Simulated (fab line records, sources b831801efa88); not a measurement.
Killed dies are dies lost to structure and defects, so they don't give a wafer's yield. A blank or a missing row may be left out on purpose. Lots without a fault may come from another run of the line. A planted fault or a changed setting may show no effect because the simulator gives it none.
Problem report in the 8D (eight disciplines) form, filled by code | flow sky130 | the parts of the form that need people (team, actions taken, sign-off) are left out

1. THE PROBLEM
run_length_s at SKY_SONOS_ONO_WET_ETCH_16 reads a mean of 178 s on 3 wafers of 1 lot; wafers without a fault read 308 s with a standard deviation of 3.7. That is -35 standard deviations from the usual mean.
The step: etches SiO2 in dHF, target depth 14 nm, time 280 s.
First seen on wafer L793.1, day 18 10:56, on wet_bench-01. The record holds 39 wafers of 13 lots with a number at this step. Rule for "out", or "out of limits": more than 4 standard deviations from the usual mean. The other wafers with a number count as sound.

2. WHAT IT IS AND WHAT IT IS NOT
question                    | is                     | is not
which readings at this step | run_length_s           | -
which lots                  | L793                   | L778, L779, L780, L782, L783, L784, L794, L795, L796, L797, L798, L801
which wafers of those lots  | all that have a number | -
read on which tools         | wet_bench-01           | wet_bench-03, wet_bench-04
when                        | from day 18 10:56      | up to then (18 sound wafers); but 18 sound wafers of L794, L795, L796, L797, L798, L801 came after

3. SUSPECTS, AND WHAT RULES EACH OUT
Counting: a tool at a process step up to the reading stays a suspect if it ran every lot that is out and no sound lot after the first of them.
- wet_bench-01 at SKY_SONOS_ONO_WET_ETCH_16 (etches SiO2 in dHF, target depth 14 nm, time 280 s): ruled out as a lasting fault. Sound lots L795 ran on it after its first lot that is out, L793 (day 18 10:56).
Left after counting: nothing in the record.

4. THE CAUSE (what the simulator had put in)
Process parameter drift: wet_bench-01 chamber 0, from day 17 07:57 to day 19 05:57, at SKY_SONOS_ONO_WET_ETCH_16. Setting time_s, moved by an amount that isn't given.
Counting ruled it out, wrongly.

5. THE CHAIN OF EFFECTS, in route order
Each row: a reading whose mean over the struck wafers that have a number lies more than 3 standard deviations from the usual. Only readings for which the record gives a usual standard deviation are gone through. hours: the time from each lot's start at the first step in this table that gives one to its start at this step, as a median over the lots. sigmas: the change in usual standard deviations.
hours | step                      | reading      | usual | on struck wafers | change | sigmas
0     | SKY_SONOS_ONO_WET_ETCH_16 | run_length_s | 308 s | 178              | -130   | -35
The process steps in it:
- SKY_SONOS_ONO_WET_ETCH_16: etches SiO2 in dHF, target depth 14 nm, time 280 s.

6. WHAT WOULD HAVE CAUGHT IT SOONER
In this record the first reading out of limits was taken at day 18 10:56, 27 hours after the fault began at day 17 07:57.
